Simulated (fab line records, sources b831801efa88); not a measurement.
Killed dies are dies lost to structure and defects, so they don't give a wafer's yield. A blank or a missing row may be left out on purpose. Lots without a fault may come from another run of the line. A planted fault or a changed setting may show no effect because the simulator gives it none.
Chamber matching | flow sfq_line | SFQ_TRILAYER_I4_DEP_PECVD_099 on pecvd-01: 3 sister chambers
The step deposits SiO2 from SiH4/N2O, time 111.11 s, target thk 500 nm. 14 wafers are shown with their chamber, then 7 later ones without.

WAFERS WITH THEIR CHAMBER
wafer  | chamber | throttle_valve_pct (%) | heater_power_w (W) | chamber_pressure_Torr (Torr)
L514.3 | 1       | 24.4                   | 74                 | 2.405
L514.4 | 1       | 24.4                   | 77                 | 2.398
L514.6 | 0       | 25.0                   | 80                 | 2.404
L516.1 | 1       | 24.2                   | 76                 | 2.399
L516.2 | 0       | 25.4                   | 79                 | 2.405
L516.5 | 0       | 25.3                   | 80                 | 2.388
L526.1 | 2       | 22.3                   | 80                 | 2.406
L526.2 | 0       | 22.8                   | 83                 | 2.395
L526.6 | 2       | 22.4                   | 82                 | 2.401
L527.1 | 1       | 23.1                   | 66                 | 2.393
L527.2 | 0       | 22.6                   | 82                 | 2.403
L527.6 | 2       | 22.4                   | 79                 | 2.394
L529.2 | 0       | 23.1                   | 73                 | 2.389
L529.5 | 0       | 23.2                   | 78                 | 2.400

SIGNATURES (means of the wafers above)
reading               | chamber 0 | chamber 1 | chamber 2 | scatter within a chamber
throttle_valve_pct    | 23.914    | 24.025    | 22.367    | 0.983
heater_power_w        | 79.29     | 73.25     | 80.33     | 3.6
chamber_pressure_Torr | 2.39771   | 2.39875   | 2.40033   | 0.00639
Rule: a wafer's distance from a chamber is the root of the sum, over the readings, of the square of ((its reading less the chamber's mean) divided by the reading's scatter). The wafer belongs to the nearest chamber; if the next one is less than 2 further off, it can't be placed. The scatter: the root of (the sum of the squares of (reading less its chamber's mean) over the shown wafers, divided by (wafers less chambers)).

WAFERS WITHOUT THEIR CHAMBER
wafer  | throttle_valve_pct (%) | heater_power_w (W) | chamber_pressure_Torr (Torr)
L529.6 | 23.1                   | 60                 | 2.385
L531.2 | 23.2                   | 83                 | 2.406
L531.4 | 23.1                   | 71                 | 2.398
L531.6 | 22.5                   | 82                 | 2.398
L532.1 | 23.4                   | 77                 | 2.392
L532.5 | 23.1                   | 70                 | 2.402
L532.6 | 22.7                   | 87                 | 2.404

WHICH CHAMBER EACH WENT THROUGH
wafer  | from the rows above          | in truth
L529.6 | can't be placed: 1 or 0 or 2 | 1
L531.2 | can't be placed: 2 or 0 or 1 | 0
L531.4 | can't be placed: 1 or 0 or 2 | 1
L531.6 | can't be placed: 2 or 0      | 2
L532.1 | can't be placed: 0 or 1 or 2 | 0
L532.5 | can't be placed: 1 or 0 or 2 | 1
L532.6 | can't be placed: 2 or 0      | 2
Placed correctly: 0 of 7. Can't be placed from these rows: 7 (the true chamber is among the candidates in 7). Placed wrongly: 0.
